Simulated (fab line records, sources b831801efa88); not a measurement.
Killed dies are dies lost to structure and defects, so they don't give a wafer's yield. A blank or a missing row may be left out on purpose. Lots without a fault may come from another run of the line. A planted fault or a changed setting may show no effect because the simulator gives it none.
Which tool did it? | flow gf180mcu | 6 lots, 18 wafers sampled, at 3 steps of a route of 602

WHAT THE GAUGES READ, wafer by wafer
GF_POLY_GATE_CD_MEAS_10: target cd 280 nm.
lot  | measured     | on        | cd_nm (nm)
L586 | day 9 13:05  | cd_sem-02 | 278.5 279.5 279.1
L588 | day 10 03:32 | cd_sem-02 | 278.6 276.7 278.1
L590 | day 10 17:22 | cd_sem-02 | 279.8 279.4 278.7
L594 | day 11 18:04 | cd_sem-01 | 280.2 278.4 279.8
L601 | day 13 20:38 | cd_sem-01 | 223.9 240.7 264.6
L605 | day 15 06:22 | cd_sem-02 | 281.4 280.9 280.8

WHICH TOOL RAN EACH LOT (tool, then ch and the chambers of the sampled wafers, then the start)
lot  | GF_STI_ETCH_14                  | GF_POLY_GATE_EXPOSE_07
L586 | rie_si-01 ch 0,3, day 2 08:04   | krf_scanner-02 ch 0, day 9 04:32
L588 | rie_si-01 ch 0,1, day 2 16:43   | krf_scanner-01 ch 0, day 9 18:49
L590 | rie_si-02 ch 0,2, day 3 03:55   | krf_scanner-01 ch 0, day 10 08:16
L594 | rie_si-02 ch 1,2,3, day 4 01:55 | krf_scanner-02 ch 0, day 11 09:27
L601 | rie_si-01 ch 0,3, day 5 13:16   | krf_scanner-02 ch 0, day 13 10:57
L605 | rie_si-02 ch 0,2,3, day 6 09:10 | krf_scanner-01 ch 0, day 14 19:54
- GF_STI_ETCH_14: etches Si in HBr/Cl2/O2, target depth 360 nm, time 102.9 s.
- GF_POLY_GATE_EXPOSE_07: exposes mask Poly2, target cd 280 nm.

THE ANSWER, worked out from the rows above alone
Rule: what is usual is taken from the lots themselves. Put in order of their means at a reading, lots are off if they are a third of the lots or fewer, leave a main group of 4 or more, and stand apart from it by a gap of 3 or more times the standard deviation of the main group's means; of several such gaps the widest counts. A main group whose means are all the same, to the digits that the tables above print for the reading, isn't used. A lot without any number at a reading at which 4 lots or more have one is off too. The other lots that the step has rows for count as sound.
Off: L601, at GF_POLY_GATE_CD_MEAS_10 (cd_nm). The main group: mean 279.3 nm, standard deviation 1.
A tool fits if, at a process step before that reading, it ran every lot that is off, and no sound lot after the first of them. The gauges at GF_POLY_GATE_CD_MEAS_10 are tried like those tools. Can't be told from this: 3 tools fit, rie_si-01 at GF_STI_ETCH_14, krf_scanner-02 at GF_POLY_GATE_EXPOSE_07, cd_sem-01 at GF_POLY_GATE_CD_MEAS_10.

WHAT THE SIMULATOR HAD PUT IN
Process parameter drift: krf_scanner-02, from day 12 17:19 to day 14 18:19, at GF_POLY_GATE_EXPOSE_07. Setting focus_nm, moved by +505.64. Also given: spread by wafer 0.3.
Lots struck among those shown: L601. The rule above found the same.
